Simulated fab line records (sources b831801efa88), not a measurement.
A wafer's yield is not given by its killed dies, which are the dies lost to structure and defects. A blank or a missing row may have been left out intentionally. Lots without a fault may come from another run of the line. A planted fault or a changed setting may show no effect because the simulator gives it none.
Matching of chambers || flow sky130 || 4 sister chambers for SKY_VIA2_CMP_24 on cmp-02
The step polishes, stops on SiO2, t overpolish 20 s, target thk 0 nm. 8 wafers are shown with their chamber, then 12 later ones without.

## WAFERS, EACH WITH ITS CHAMBER
{"wafer": "L080.4", "chamber": 1, "motor_current_A (A)": 11.5, "time_to_endpoint_s (s)": 109}
{"wafer": "L080.5", "chamber": 2, "motor_current_A (A)": 12.1, "time_to_endpoint_s (s)": 101}
{"wafer": "L080.6", "chamber": 3, "motor_current_A (A)": 8.2, "time_to_endpoint_s (s)": 97}
{"wafer": "L088.1", "chamber": 3, "motor_current_A (A)": 8.5, "time_to_endpoint_s (s)": 101}
{"wafer": "L088.3", "chamber": 1, "motor_current_A (A)": 11.9, "time_to_endpoint_s (s)": 107}
{"wafer": "L089.1", "chamber": 2, "motor_current_A (A)": 10.6, "time_to_endpoint_s (s)": 101}
{"wafer": "L089.3", "chamber": 0, "motor_current_A (A)": 10.3, "time_to_endpoint_s (s)": 106}
{"wafer": "L089.6", "chamber": 0, "motor_current_A (A)": 10.0, "time_to_endpoint_s (s)": 104}

## WAFERS WITHOUT THEIR CHAMBER
{"wafer": "L091.2", "motor_current_A (A)": 8.1, "time_to_endpoint_s (s)": 99}
{"wafer": "L091.5", "motor_current_A (A)": 8.6, "time_to_endpoint_s (s)": 99}
{"wafer": "L091.6", "motor_current_A (A)": 10.1, "time_to_endpoint_s (s)": 99}
{"wafer": "L094.3", "motor_current_A (A)": 8.5, "time_to_endpoint_s (s)": 96}
{"wafer": "L094.4", "motor_current_A (A)": 12.0, "time_to_endpoint_s (s)": 101}
{"wafer": "L094.5", "motor_current_A (A)": 11.5, "time_to_endpoint_s (s)": 102}
{"wafer": "L096.4", "motor_current_A (A)": 11.4, "time_to_endpoint_s (s)": 101}
{"wafer": "L096.5", "motor_current_A (A)": 9.6, "time_to_endpoint_s (s)": 104}
{"wafer": "L096.6", "motor_current_A (A)": 9.3, "time_to_endpoint_s (s)": 103}
{"wafer": "L097.2", "motor_current_A (A)": 9.9, "time_to_endpoint_s (s)": 106}
{"wafer": "L097.5", "motor_current_A (A)": 11.0, "time_to_endpoint_s (s)": 104}
{"wafer": "L097.6", "motor_current_A (A)": 11.8, "time_to_endpoint_s (s)": 106}

## CHAMBER TAKEN BY EACH
{"wafer": "L091.2", "from the rows above": 3, "in truth": 3}
{"wafer": "L091.5", "from the rows above": 3, "in truth": 3}
{"wafer": "L091.6", "from the rows above": "can't be placed: 2 or 3 or 0", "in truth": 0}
{"wafer": "L094.3", "from the rows above": 3, "in truth": 3}
{"wafer": "L094.4", "from the rows above": 2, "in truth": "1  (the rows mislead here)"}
{"wafer": "L094.5", "from the rows above": 2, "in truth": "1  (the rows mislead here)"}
{"wafer": "L096.4", "from the rows above": 2, "in truth": 2}
{"wafer": "L096.5", "from the rows above": 0, "in truth": 0}
{"wafer": "L096.6", "from the rows above": "can't be placed: 0 or 3 or 2", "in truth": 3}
{"wafer": "L097.2", "from the rows above": 0, "in truth": 0}
{"wafer": "L097.5", "from the rows above": "can't be placed: 0 or 2 or 1", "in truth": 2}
{"wafer": "L097.6", "from the rows above": "can't be placed: 1 or 0 or 2", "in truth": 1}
Correct placement for 6 of the 12. Not placeable from these rows: 4 (in 4, the candidates include the true chamber). Wrongly placed: 2.
How it was worked out, from the rows above alone: a wafer's distance from a chamber is the root of the sum, over the readings, of the square of ((its reading less the chamber's mean) divided by the reading's scatter). If the next closest chamber is less than 2 further off than the closest, the wafer can't be placed; otherwise it belongs to the closest. For every chamber, the mean is computed from those of its wafers that are shown. The scatter: take each reading less its chamber's mean, square it, sum over the shown wafers, divide by the number of wafers less the number of chambers, and take the root.
